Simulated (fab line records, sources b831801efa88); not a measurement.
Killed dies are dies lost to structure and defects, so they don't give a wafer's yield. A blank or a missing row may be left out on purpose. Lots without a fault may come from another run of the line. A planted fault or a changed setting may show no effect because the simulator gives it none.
Which tool did it? | flow gf180mcu | 6 lots, 18 wafers sampled, at 5 steps of a route of 602

WHAT THE GAUGES READ, wafer by wafer
GF_V5_CD_MEAS_14: target cd 260 nm.
lot  | measured     | on        | cd_nm (nm)
L773 | day 28 02:40 | cd_sem-02 | 259.5 259.6 258.9
L777 | day 29 05:29 | cd_sem-01 | 258.6 259.3 259.4
L780 | day 30 03:16 | cd_sem-01 | 260.4 259.8 259.2
L786 | day 31 14:23 | cd_sem-02 | 259.4 259.7 259.9
L789 | day 32 06:46 | cd_sem-01 | 259.2 259.6 260.4
L793 | day 33 09:55 | cd_sem-01 | 260.0 260.7 260.5

WHICH TOOL RAN EACH LOT (tool, then ch and the chambers of the sampled wafers, then the start)
lot  | GF_V3_CMP_04                  | GF_M4_STRIP_17                       | GF_MIM_SPUTTER_07            | GF_MIM_METAL_ETCH_19
L773 | cmp-02 ch 0,2,3, day 22 12:04 | plasma_asher-01 ch 0,1, day 24 11:25 | pvd_sputter-01, day 25 11:05 | rie_metal-02 ch 0,1, day 26 07:51
L777 | cmp-01 ch 1,2,3, day 23 17:12 | plasma_asher-03 ch 0,1, day 25 15:22 | pvd_sputter-03, day 26 15:07 | rie_metal-02 ch 0,1, day 27 11:51
L780 | cmp-01 ch 0,1,3, day 24 19:00 | plasma_asher-03 ch 0,1, day 26 15:35 | pvd_sputter-02, day 27 15:21 | rie_metal-02 ch 0,1, day 28 10:56
L786 | cmp-01 ch 0,1,3, day 26 12:58 | plasma_asher-04 ch 0,1, day 28 07:02 | pvd_sputter-02, day 29 05:43 | rie_metal-01 ch 0,1, day 30 00:55
L789 | cmp-02 ch 0,1,2, day 27 08:47 | plasma_asher-04 ch 0,1, day 29 02:50 | pvd_sputter-02, day 30 00:53 | rie_metal-03 ch 0,1, day 30 18:13
L793 | cmp-01 ch 0,1,2, day 28 17:48 | plasma_asher-04 ch 0,1, day 30 09:25 | pvd_sputter-03, day 31 06:30 | rie_metal-03 ch 0,1, day 31 23:45
- GF_V3_CMP_04: polishes SiO2.
- GF_M4_STRIP_17: strips in O2/N2.
- GF_MIM_SPUTTER_07: material TiN, target thk 60 nm, time 50 s.
- GF_MIM_METAL_ETCH_19: etches the open film in Cl2/BCl3, stops on Si3N4, target depth 324.5 nm, time 54.1 s.

THE ANSWER, worked out from the rows above alone
Rule: what is usual is taken from the lots themselves. Put in order of their means at a reading, lots are off if they are a third of the lots or fewer, leave a main group of 4 or more, and stand apart from it by a gap of 3 or more times the standard deviation of the main group's means; of several such gaps the widest counts. A main group whose means are all the same, to the digits that the tables above print for the reading, isn't used. A lot without any number at a reading at which 4 lots or more have one is off too. The other lots that the step has rows for count as sound.
No lot is off at any reading shown: from this, nothing can be told.

WHAT THE SIMULATOR HAD PUT IN
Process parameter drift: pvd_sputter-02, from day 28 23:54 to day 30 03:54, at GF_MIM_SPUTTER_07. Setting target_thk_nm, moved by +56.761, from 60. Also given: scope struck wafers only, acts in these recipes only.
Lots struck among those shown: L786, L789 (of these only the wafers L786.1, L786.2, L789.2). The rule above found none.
